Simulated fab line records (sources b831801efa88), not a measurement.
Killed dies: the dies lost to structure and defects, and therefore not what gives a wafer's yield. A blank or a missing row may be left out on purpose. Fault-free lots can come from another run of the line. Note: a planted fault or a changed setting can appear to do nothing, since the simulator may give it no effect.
fab line records ; flow sfq_line
[record] lots = 14; wafers = 42; last_day = 84
route steps=325 shown I0@44
lots that met no fault: from a run of the same line without faults
start_h: hours from the record's opening day to when the first of the lot's shown wafers began ; wait_h: how many hours have passed since the lot's step before this one ; " unchanged from the row above ; L1.1+2: several wafers, shown together as one row ; - no value, or no start was given ; * or withheld: withheld ; < > ~ a bound
route shown NAME@n: a module of which the file shows steps, and the number in the route of the first ; usual: mean and standard deviation over wafers with no fault ; same: alike in all rows ; chamber/n: place in a boat ; sites: the reading at each site ; _std_site: the standard deviation of these ; _edge_site: outer sites' mean less inner sites' ; radius_mm: how far each site lies from the wafer's centre ; mask NAME#n: copy n ; behind: the last tool/chamber to shape the wafer ; hold: why the lot went on hold/how many hours it stayed there/how the hold came to an end ; device: which transistor (n, p or np) failed to switch ; end of line: the tests these same wafers got at the end of their route ; a step without rows: its recipe alone ; killed: at the first sort, the dies lost to defects and structure; wafer yield is something else ; map: shows each die of a wafer: x if killed, . if not, _ if none is there
set.NAME: the setting as run; set.NAME@STEP: as run at that earlier step ; model.NAME: the simulator's own value behind a step, which no gauge read
the route's steps for a sample of lots (tables are steps, rows are wafers)
services: when a tool's chamber went out of use (start_h, in hours from the record's first day, below 0 if earlier), for how many hours, and the reason
[[steps]]
[step SFQ_TRILAYER_I0_CMP_CMP_028]
[recipe] material = SiO2; down_force_psi = 3; platen_rpm = 60; pad_velocity_m_s = 0.94248
[usual] edge_zone_pressure_frac = 1.000/0.0048; head_pressure_psi = 3.000/0.006; motor_current_A = 10.3/1.1; slurry_flow_ml_min = 150.0/0.49; time_to_endpoint_s = 217/6.8
lot.wafer;tool;chamber;start_h;wait_h;edge_zone_pressure_frac;head_pressure_psi;motor_current_A;slurry_flow_ml_min;time_to_endpoint_s
L851.2;cmp-02;3;154.89;0.5;0.997;3.000;10.3;149.9;209
L851.5;cmp-02;2;156.39;2.0;1.001;2.988;11.6;150.2;211
L851.6;cmp-02;3;156.39;2.0;1.003;3.014;10.3;151.0;207
L852.2;cmp-02;1;161.91;1.4;1.001;2.994;11.1;149.7;210
L852.1;cmp-02;2;161.91;1.4;1.007;2.994;11.5;150.2;213
L852.4;cmp-02;0;163.41;2.8;0.990;3.003;10.4;150.3;228
L853.1;cmp-01;0;167.40;0.0;0.995;3.010;12.1;149.8;221
L853.2;cmp-01;3;168.90;1.5;1.000;3.002;9.9;150.1;223
L853.5;cmp-01;0;168.90;1.5;0.998;2.998;12.8;149.8;238
L855.4;cmp-01;3;179.89;0.2;0.998;2.996;9.6;149.4;231
L855.6;cmp-01;3;181.89;2.2;1.005;2.997;10.5;150.3;227
L855.5;cmp-01;0;181.89;2.2;1.001;3.001;11.3;150.9;241
L859.3;cmp-01;0;204.83;2.6;1.000;3.004;11.6;149.9;222
L859.2;cmp-01;2;205.83;3.6;1.008;3.001;8.5;150.6;215
L859.6;cmp-01;0;206.83;4.6;1.002;2.999;12.3;149.6;232
L860.3;cmp-01;3;217.33;5.6;0.997;3.005;10.0;149.1;216
L860.5;cmp-01;2;218.83;7.0;1.004;2.993;8.9;149.7;223
L860.6;cmp-01;3;218.83;7.0;1.007;3.009;9.8;149.6;227
L861.2;cmp-02;1;220.95;8.0;1.009;3.007;10.9;149.4;209
L861.5;cmp-02;0;222.45;9.4;1.004;2.997;10.7;149.6;216
L861.6;cmp-02;1;222.45;9.4;1.003;2.995;11.0;150.0;212
L863.2;cmp-02;3;245.52;17.0;1.001;3.006;10.7;148.8;205
L863.4;cmp-02;0;245.52;17.0;0.996;2.999;10.4;149.4;216
L863.3;cmp-02;1;245.52;17.0;1.003;2.999;10.5;149.9;209
L864.1;cmp-01;2;250.79;17.4;1.004;2.997;8.2;150.6;209
L864.2;cmp-01;0;251.79;18.4;0.999;2.998;12.6;149.9;224
L864.6;cmp-01;1;251.79;18.4;0.997;2.998;9.8;149.3;216
L869.4;cmp-01;2;280.29;12.5;0.996;3.014;8.8;150.1;213
L869.3;cmp-01;3;280.29;12.5;1.003;2.995;10.2;149.4;215
L869.6;cmp-01;3;282.79;15.0;1.012;3.002;10.1;150.2;219
L870.4;cmp-02;2;285.52;13.0;1.001;2.994;11.2;150.0;216
L870.6;cmp-02;3;285.52;13.0;1.009;2.998;10.7;149.6;213
L870.5;cmp-02;0;285.52;13.0;1.001;2.993;11.0;149.8;216
L872.2;cmp-01;3;293.74;11.6;-;-;-;-;-
L872.4;cmp-01;0;293.74;11.6;-;-;-;-;-
L872.5;cmp-01;1;293.74;11.6;-;-;-;-;-
L873.3;cmp-01;3;301.74;13.6;-;-;-;-;-
L873.2;cmp-01;0;301.74;13.6;-;-;-;-;-
L873.5;cmp-01;3;303.74;15.6;-;-;-;-;-
L874.4;cmp-01;0;304.74;12.2;0.993;3.005;11.9;149.9;223
L874.1;cmp-01;2;305.74;13.2;1.008;3.006;8.9;149.2;209
L874.5;cmp-01;0;306.74;14.2;1.000;3.004;11.7;150.5;224
[step SFQ_TRILAYER_I0_METRO_MEASURE_029]
[usual] thk_nm = 200.0/1.1
lot.wafer;tool;chamber;start_h;wait_h;thk_nm
L851.2;film_metro-02;-;157.71;0.3;199.5
L851.5;film_metro-02;-;157.71;0.3;198.9
L851.6;film_metro-02;-;157.71;0.3;198.6
L852.1;film_metro-01;-;165.03;0.1;199.7
L852.2;film_metro-01;-;165.03;0.1;199.6
L852.4;film_metro-01;-;165.03;0.1;199.5
L853.1;film_metro-02;-;170.52;0.1;201.1
L853.2;film_metro-02;-;170.52;0.1;200.4
L853.5;film_metro-02;-;170.52;0.1;201.6
L855.4;film_metro-03;-;183.61;0.6;201.9
L855.5;film_metro-03;-;183.61;0.6;202.7
L855.6;film_metro-03;-;183.61;0.6;202.1
L859.2;film_metro-02;-;208.15;0.3;200.4
L859.3;film_metro-02;-;208.15;0.3;202.4
L859.6;film_metro-02;-;208.15;0.3;200.7
L860.3;film_metro-01;-;220.35;0.5;200.0
L860.5;film_metro-01;-;220.35;0.5;200.6
L860.6;film_metro-01;-;220.35;0.5;200.0
L861.2;film_metro-02;-;223.77;0.3;200.9
L861.5;film_metro-02;-;223.77;0.3;200.8
L861.6;film_metro-02;-;223.77;0.3;201.9
L863.2;film_metro-01;-;248.34;0.3;198.9
L863.3;film_metro-01;-;248.34;0.3;199.0
L863.4;film_metro-01;-;248.34;0.3;199.7
L864.1;film_metro-03;-;253.41;0.1;198.7
L864.2;film_metro-03;-;253.41;0.1;200.1
L864.6;film_metro-03;-;253.41;0.1;199.0
L869.3;film_metro-03;-;283.81;0.5;200.1
L869.4;film_metro-03;-;283.81;0.5;199.4
L869.6;film_metro-03;-;283.81;0.5;198.9
L870.4;film_metro-03;-;287.74;0.6;199.7
L870.5;film_metro-03;-;287.74;0.6;199.0
L870.6;film_metro-03;-;287.74;0.6;198.4
L872.2;film_metro-01;-;296.06;0.3;492.4
L872.4;film_metro-01;-;296.06;0.3;504.9
L872.5;film_metro-01;-;296.06;0.3;505.3
L873.2;film_metro-02;-;305.06;0.3;502.7
L873.3;film_metro-02;-;305.06;0.3;497.9
L873.5;film_metro-02;-;305.06;0.3;508.4
L874.1;film_metro-03;-;307.86;0.1;197.9
L874.4;film_metro-03;-;307.86;0.1;199.4
L874.5;film_metro-03;-;307.86;0.1;200.4
[step SFQ_TRILAYER_I0_VIA_ETCH_VIA_ETCH_034]
[recipe] target = SiO2; stop_on = Nb; mask_material = PR; taper_deg = 20; chemistry = CHF3; target_depth_nm = 260; source_w = 500; bias_w = 80; pressure_mtorr = 30; time_s = withheld
[usual] drypump_motor_current_A = 5.66/0.24; oes_product_au = 0.854/0.0052
lot.wafer;tool;chamber;start_h;wait_h;drypump_motor_current_A;oes_product_au
L851.2;rie_diel-01;2;213.21;0.0;5.80;0.850
L851.5;rie_diel-01;1;213.21;0.0;5.07;0.850
L851.6;rie_diel-01;0;213.21;0.0;6.07;0.855
L852.1;rie_diel-04;1;220.41;0.0;5.32;0.854
L852.2;rie_diel-04;3;220.41;0.0;5.80;0.857
L852.4;rie_diel-04;2;220.41;0.0;5.76;0.849
L853.1;rie_diel-04;2;225.27;0.0;5.79;0.852
L853.2;rie_diel-04;1;225.27;0.0;5.32;0.852
L853.5;rie_diel-04;0;225.27;0.0;5.66;0.853
L855.4;rie_diel-03;1;239.61;0.0;5.60;0.855
L855.5;rie_diel-03;0;239.61;0.0;5.47;0.853
L855.6;rie_diel-03;3;239.61;0.0;5.76;0.861
L859.2;rie_diel-03;1;263.16;0.0;5.63;0.854
L859.3;rie_diel-03;3;263.16;0.0;5.79;0.858
L859.6;rie_diel-03;1;263.16;0.0;5.60;0.852
L860.3;rie_diel-03;3;273.96;0.0;5.81;0.861
L860.5;rie_diel-03;0;273.96;0.0;5.45;0.870
L860.6;rie_diel-03;1;273.96;0.0;5.63;0.855
L861.2;rie_diel-03;0;278.76;0.0;5.43;0.859
L861.5;rie_diel-03;0;278.76;0.0;5.44;0.857
L861.6;rie_diel-03;1;278.76;0.0;5.65;0.862
L863.2;rie_diel-03;3;297.96;0.0;5.82;0.853
L863.3;rie_diel-03;0;297.96;0.0;5.46;0.858
L863.4;rie_diel-03;1;297.96;0.0;5.63;0.860
L864.1;rie_diel-03;0;304.19;0.0;5.43;0.862
L864.2;rie_diel-03;2;304.19;0.0;5.77;0.857
L864.6;rie_diel-03;2;304.19;0.0;5.77;0.849
L869.3;rie_diel-01;0;346.29;0.0;6.08;0.857
L869.4;rie_diel-01;3;346.29;0.0;5.90;0.845
L869.6;rie_diel-01;3;346.29;0.0;5.90;0.854
L870.4;rie_diel-03;1;349.94;0.1;5.61;0.855
L870.5;rie_diel-03;2;349.94;0.1;5.75;0.855
L870.6;rie_diel-03;3;349.94;0.1;5.80;0.851
L872.2;rie_diel-03;1;359.49;0.0;5.59;1.599
L872.4;rie_diel-03;2;359.49;0.0;5.77;1.590
L872.5;rie_diel-03;2;359.49;0.0;5.76;1.627
L873.2;rie_diel-03;2;369.09;0.0;5.75;1.615
L873.3;rie_diel-03;3;369.09;0.0;5.80;1.637
L873.5;rie_diel-03;2;369.09;0.0;5.76;1.614
L874.1;rie_diel-04;0;372.69;0.0;5.68;0.841
L874.4;rie_diel-04;2;372.69;0.0;5.78;0.850
L874.5;rie_diel-04;0;372.69;0.0;5.68;0.849
[[services]]
tool;chamber;start_h;hours;kind
rie_diel-03;0;133.02;3.4;repair
rie_diel-01;1;162.20;5.0;repair
film_metro-02;-;181.21;2.0;pm
rie_diel-03;1;187.38;18.0;repair
film_metro-01;-;196.01;0.7;pm
cmp-02;-;198.51;0.5;repair
rie_diel-01;1;199.88;13.0;repair
rie_diel-03;0;204.67;5.7;repair
cmp-02;-;205.17;0.4;repair
film_metro-03;-;209.18;3.3;pm
film_metro-03;-;223.07;4.8;pm
cmp-02;-;232.45;4.0;pm
film_metro-02;-;232.56;2.1;pm
rie_diel-03;-;233.29;5.4;repair
film_metro-03;-;235.41;1.1;pm
cmp-02;-;236.45;5.6;pm
rie_diel-03;1;241.84;4.4;repair
cmp-01;-;290.51;2.2;repair
film_metro-01;-;313.01;3.2;pm
cmp-01;-;313.74;4.2;pm
rie_diel-03;0;345.74;8.5;repair
film_metro-01;-;348.65;1.5;pm
cmp-02;-;360.39;0.5;repair
film_metro-02;-;361.81;0.5;pm
[[key]]
[first_sign] step = SFQ_TRILAYER_I0_CMP_CMP_028; reading = tool_record; direction = missing
[effect] step = SFQ_TRILAYER_I0_METRO_MEASURE_029; reading = thk_nm; direction = up; sigmas = 99+; usual = 200.0; struck = 501.9
[effect] step = SFQ_TRILAYER_I0_VIA_ETCH_VIA_ETCH_034; reading = oes_product_au; direction = up; sigmas = 99+; usual = 0.854; struck = 1.614
met_at SFQ_TRILAYER_I0_CMP_CMP_028
struck_lots L872,L873
onset_between 280.29 293.74
[fault] kind = skipped_step_whole; tool = cmp-01; chamber = -; onset_h = 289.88; steps = SFQ_TRILAYER_I0_CMP_CMP_028; scope = struck_lots_only
